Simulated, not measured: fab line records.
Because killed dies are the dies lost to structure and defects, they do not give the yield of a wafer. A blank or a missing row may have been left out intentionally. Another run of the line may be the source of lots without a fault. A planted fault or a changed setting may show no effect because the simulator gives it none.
Which of the tools did it?	flow gf180mcu	at 1 step of a route of 602, 15 lots with 45 wafers sampled

## WHAT THE GAUGES READ, wafer by wafer
GF_M5_CD_MEAS_07: the cd target is 280 nm.
lot	measured	on	cdNm (nm)
L362	day 26 23:30	cdSem-02	281.1 281.4 280.6
L363	day 27 06:28	cdSem-01	279.5 280.9 280.2
L364	day 27 19:06	cdSem-01	277.9 278.9 279.7
L365	day 27 22:27	cdSem-01	280.5 279.3 279.3
L366	day 28 16:38	cdSem-01	281.5 281.5 281.1
L367	day 28 20:12	cdSem-02	281.0 280.5 280.4
L369	day 29 00:30	cdSem-01	281.2 280.2 280.9
L368	day 29 01:27	cdSem-01	278.4 278.4 278.1
L371	day 30 07:53	cdSem-01	280.1 278.6 278.2
L376	day 31 05:52	cdSem-01	279.9 280.6 280.1
L377	day 31 10:04	cdSem-02	279.3 278.4 278.6
L378	day 31 23:28	cdSem-02	279.1 278.1 277.8
L380	day 32 05:35	cdSem-02	279.8 279.6 279.3
L381	day 32 15:15	cdSem-01	280.7 281.5 280.3
L382	day 32 17:20	cdSem-02	279.9 279.0 277.8

## WHAT TOOL EACH LOT RAN ON (gives the tool, then ch and the chambers of the sampled wafers, and finally the start)
The record shows no process step preceding these readings.

## AS READ BY THE TOOLS THEMSELVES (means over the sampled wafers that have a number; for cases with no such wafer, the mark the record gives instead)
The record holds no such reading with a usual standard deviation.

## THE ANSWER, worked out from the rows above alone
Rule: the lots themselves supply what counts as usual. Put in order of their means at a reading, lots are off if they are a third of the lots or fewer, leave a main group of 4 or more, and stand apart from it by a gap of 3 or more times the standard deviation of the main group's means; of several such gaps the widest counts. The tables above print the reading to a certain number of digits; a main group whose means all agree to those digits is not used. Also off: a lot with no number at a reading for which 4 or more lots have one. Any other lot the step has rows for is counted as sound. Order of review: gauges by route order, followed by the tools' own readings, for which a lot's mean as printed above is used. At the first step where some lot is off, the reading lying furthest off is the one used; lots without a number count as furthest.
No lot is off at any reading shown: from this, nothing can be told.

## WHAT THE SIMULATOR HAD INSERTED
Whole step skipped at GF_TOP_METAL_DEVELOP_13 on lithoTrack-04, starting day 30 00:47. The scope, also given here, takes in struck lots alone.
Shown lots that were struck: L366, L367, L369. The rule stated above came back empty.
